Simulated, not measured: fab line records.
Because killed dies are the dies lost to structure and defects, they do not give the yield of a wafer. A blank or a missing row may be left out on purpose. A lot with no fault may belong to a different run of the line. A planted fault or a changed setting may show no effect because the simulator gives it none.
What tool caused it? | flow sky130 | Sampling: 13 lots, 39 wafers, 3 of 708 route steps

## WHAT THE GAUGES READ, wafer by wafer
SKY_VT_ADJUST_HVTR_CD_MEAS_07 targets a cd of 380 nm. Usual: cdNm reads 379.8 nm (standard deviation 2.3).
lot  | measured     | on       | cdNm (nm)         | flag
L904 | day 10 09:14 | cdSem-01 | 377.6 375.4 377.6 | 
L905 | day 10 21:35 | cdSem-02 | 378.0 379.3 374.4 | 
L906 | day 11 03:08 | cdSem-01 | 381.0 381.0 382.4 | 
L908 | day 11 16:32 | cdSem-01 | 382.9 383.8 382.7 | 
L909 | day 12 09:41 | cdSem-01 | 380.8 379.6 382.1 | 
L911 | day 12 12:26 | cdSem-02 | 380.3 380.1 376.2 | 
L910 | day 12 13:00 | cdSem-02 | 379.5 380.3 379.6 | 
L913 | day 13 01:09 | cdSem-02 | 382.2 380.9 383.0 | 
L914 | day 13 10:59 | cdSem-01 | 376.5 378.1 378.5 | 
L916 | day 13 13:11 | cdSem-02 | 383.5 382.0 381.6 | 
L922 | day 15 15:48 | cdSem-01 | 384.2 381.2 381.0 | 
L924 | day 15 22:48 | cdSem-01 | 378.8 376.9 377.3 | 
L926 | day 16 14:16 | cdSem-01 | 377.5 377.5 379.2 | 

SKY_SONOS_TUNNEL_CD_MEAS_07 targets a cd of 410 nm. Usual: cdNm reads 410.0 nm (standard deviation 2.5).
lot  | measured     | on       | cdNm (nm)         | flag
L904 | day 12 09:08 | cdSem-01 | 410.8 412.3 413.5 | 
L905 | day 12 23:04 | cdSem-01 | 410.6 412.0 411.3 | 
L906 | day 13 04:17 | cdSem-02 | 407.8 409.6 409.0 | 
L908 | day 13 18:29 | cdSem-01 | 409.2 410.8 409.1 | 
L909 | day 14 11:23 | cdSem-01 | 407.9 408.4 408.4 | 
L911 | day 14 15:52 | cdSem-01 | 414.6 416.1 415.3 | 
L910 | day 14 16:07 | cdSem-02 | 408.7 411.2 411.1 | 
L913 | day 15 04:08 | cdSem-02 | 409.2 409.6 409.7 | 
L914 | day 15 14:05 | cdSem-01 | 414.2 413.7 414.0 | 
L916 | day 15 16:01 | cdSem-01 | 408.2 408.5 409.7 | 
L922 | day 18 00:59 | cdSem-01 | 408.6 409.0 410.3 | 
L924 | day 18 08:42 | cdSem-01 | 407.2 406.6 409.7 | 
L926 | day 19 01:40 | cdSem-01 | 410.4 412.9 412.9 | 

SKY_SONOS_ONO_THK_MEAS_03. Usual: SONOS_ONO_CVD_02_THK gives 10.48 nm (standard deviation 0.14).
lot  | measured     | on           | SONOS_ONO_CVD_02_THK (nm) | flag
L904 | day 12 12:40 | filmMetro-03 | 10.38 10.40 10.49         | 
L905 | day 13 02:59 | filmMetro-01 | 10.85 10.68 10.74         | 
L906 | day 13 09:07 | filmMetro-01 | 10.54 10.67 10.53         | 
L908 | day 14 00:19 | filmMetro-02 | 10.45 10.47 10.37         | 
L909 | day 14 15:42 | filmMetro-01 | 10.45 10.40 10.51         | 
L911 | day 14 19:59 | filmMetro-02 | 10.51 10.56 10.54         | 
L910 | day 14 20:01 | filmMetro-03 | 10.30 10.26 10.28         | 
L913 | day 15 08:48 | filmMetro-03 | 10.37 10.30 10.27         | 
L914 | day 15 19:41 | filmMetro-03 | 10.26 10.30 10.35         | 
L916 | day 15 19:40 | filmMetro-02 | 10.66 10.68 10.74         | 
L922 | day 18 04:35 | filmMetro-01 | 10.54 10.58 10.54         | 
L924 | day 18 18:16 | filmMetro-03 | 10.40 10.45 10.54         | 
L926 | day 19 04:46 | filmMetro-02 | 10.39 10.36 10.45         | 

## WHAT TOOL EACH LOT RAN ON (gives the tool, then ch and the chambers of the sampled wafers, and finally the start)
Record: no process step prior to these readings.

## WHAT THE TOOLS THEMSELVES READ (means of the sampled wafers that have a number; where no wafer has one, the mark that the record gives instead)
The record holds no such reading with a usual standard deviation.

## THE ANSWER, worked out from the rows above alone
Rule: a lot is off if the mean of its wafers that have a number lies more than 3 standard deviations from the usual mean. Also off: a lot with no number at a reading for which 4 or more lots have one. All remaining lots with rows at the step are treated as sound. The gauges are gone through in route order, then the tools' own readings, and for those a lot's mean is taken as printed above. At the first step where some lot is off, the reading lying furthest off is the one used; lots without a number count as furthest.
No lot is off at any reading shown: from this, nothing can be told.

## WHAT WAS PUT IN BY THE SIMULATOR
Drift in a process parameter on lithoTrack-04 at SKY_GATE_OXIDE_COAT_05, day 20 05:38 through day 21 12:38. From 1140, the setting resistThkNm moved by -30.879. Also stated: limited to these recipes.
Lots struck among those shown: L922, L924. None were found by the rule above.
